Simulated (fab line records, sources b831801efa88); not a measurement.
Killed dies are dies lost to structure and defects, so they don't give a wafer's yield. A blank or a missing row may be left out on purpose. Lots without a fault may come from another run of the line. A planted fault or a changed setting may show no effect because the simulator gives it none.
Which tool did it? | flow gf180mcu | 7 lots, 21 wafers sampled, at 1 step of a route of 602

WHAT THE GAUGES READ, wafer by wafer
GF_M2_OVL_MEAS_15.
lot  | measured     | on         | M2_OVL (nm)
L751 | day 19 17:16 | overlay-01 | 2 -4 -6
L753 | day 20 08:57 | overlay-02 | 1 1 0
L754 | day 21 09:41 | overlay-02 | -8 -6 4
L764 | day 24 17:41 | overlay-02 | -1 -10 2
L766 | day 25 02:49 | overlay-01 | -4 2 -3
L768 | day 25 20:20 | overlay-02 | 0 3 -2
L771 | day 26 14:02 | overlay-01 | 0 2 -1

WHICH TOOL RAN EACH LOT (tool, then ch and the chambers of the sampled wafers, then the start)
The record holds no process step before these readings.

THE ANSWER, worked out from the rows above alone
Rule: what is usual is taken from the lots themselves. Put in order of their means at a reading, lots are off if they are a third of the lots or fewer, leave a main group of 4 or more, and stand apart from it by a gap of 3 or more times the standard deviation of the main group's means; of several such gaps the widest counts. A main group whose means are all the same, to the digits that the tables above print for the reading, isn't used. A lot without any number at a reading at which 4 lots or more have one is off too. The other lots that the step has rows for count as sound.
No lot is off at any reading shown: from this, nothing can be told.

WHAT THE SIMULATOR HAD PUT IN
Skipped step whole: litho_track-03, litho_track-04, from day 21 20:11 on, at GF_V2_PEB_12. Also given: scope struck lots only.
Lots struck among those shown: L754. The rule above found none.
